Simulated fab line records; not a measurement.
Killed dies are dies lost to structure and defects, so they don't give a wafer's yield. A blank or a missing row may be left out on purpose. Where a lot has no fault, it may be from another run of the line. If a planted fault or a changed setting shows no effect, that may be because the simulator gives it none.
Chamber matching	flow gf180mcu	GF_STI_CMP_25 on cmp-02: 4 sister chambers
The step polishes, stops on Si3N4, t overpolish 33 s, target thk 524.6 nm. 22 wafers are shown with their chamber, then 11 later ones without.

WAFERS, EACH WITH ITS CHAMBER
wafer	chamber	motorCurrentA (A)	timeToEndpointS (s)	overpolishRunS (s)
L077.2	2	12.9	113	33.005
L077.3	3	11.5	122	32.995
L077.4	1	13.4	115	32.998
L079.1	1	13.2	123	33.014
L079.4	0	13.3	119	32.995
L079.5	2	12.6	120	33.016
L080.1	0	13.2	110	32.997
L080.3	2	11.9	111	32.991
L080.4	3	11.3	120	32.995
L081.2	1	13.5	123	32.992
L081.3	2	12.2	115	33.000
L081.5	3	11.7	120	32.998
L082.1	3	11.7	122	33.014
L082.2	2	12.5	115	32.985
L082.4	0	12.6	125	33.000
L084.4	2	12.5	115	33.000
L084.5	2	11.5	117	32.996
L084.6	1	12.8	123	32.991
L086.3	0	13.0	118	33.006
L086.4	3	11.3	123	33.009
L086.6	1	12.6	123	33.011
L087.1	1	13.3	123	33.006

SIGNATURES, as means of the wafers listed above
reading	chamber 0	chamber 1	chamber 2	chamber 3	scatter within a chamber
motorCurrentA	13.025	13.133	12.300	11.500	0.367
timeToEndpointS	118.00	121.67	115.14	121.40	3.52
overpolishRunS	32.99950	33.00200	32.99900	33.00220	0.00897
Rule: for a wafer and a chamber, the distance is found by dividing, reading by reading, the gap between the wafer's reading and the chamber's mean by the reading's scatter, squaring, summing and taking the root. The wafer belongs to the nearest chamber; if the next one is less than 2 further off, it can't be placed. How the scatter is found: for the shown wafers, subtract from each reading the mean of its chamber, square and add these, divide the total by (wafers less chambers), then take the root.

WAFERS WITHOUT THEIR CHAMBER
wafer	motorCurrentA (A)	timeToEndpointS (s)	overpolishRunS (s)
L087.4	11.7	119	33.008
L087.6	12.2	115	33.007
L091.1	11.8	117	33.006
L091.5	10.9	126	33.004
L091.6	12.6	118	33.010
L094.1	11.6	120	32.995
L094.5	11.5	120	33.009
L094.6	12.5	117	32.989
L097.1	12.0	123	32.996
L097.2	13.4	119	32.996
L097.4	12.3	114	33.005

CHAMBER TAKEN BY EACH
wafer	from the rows above	in truth
L087.4	can't be placed: 3 or 2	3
L087.6	can't be placed: 2 or 0 or 3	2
L091.1	can't be placed: 3 or 2 or 0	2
L091.5	3	3
L091.6	can't be placed: 0 or 2 or 1 or 3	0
L094.1	can't be placed: 3 or 2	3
L094.5	can't be placed: 3 or 2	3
L094.6	can't be placed: 2 or 0 or 1 or 3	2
L097.1	can't be placed: 3 or 2 or 0 or 1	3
L097.2	can't be placed: 0 or 1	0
L097.4	can't be placed: 2 or 0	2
Correctly placed: 1 of 11. Not placeable from these rows: 10 (in 10, the candidates include the true chamber). 0 placed wrongly.
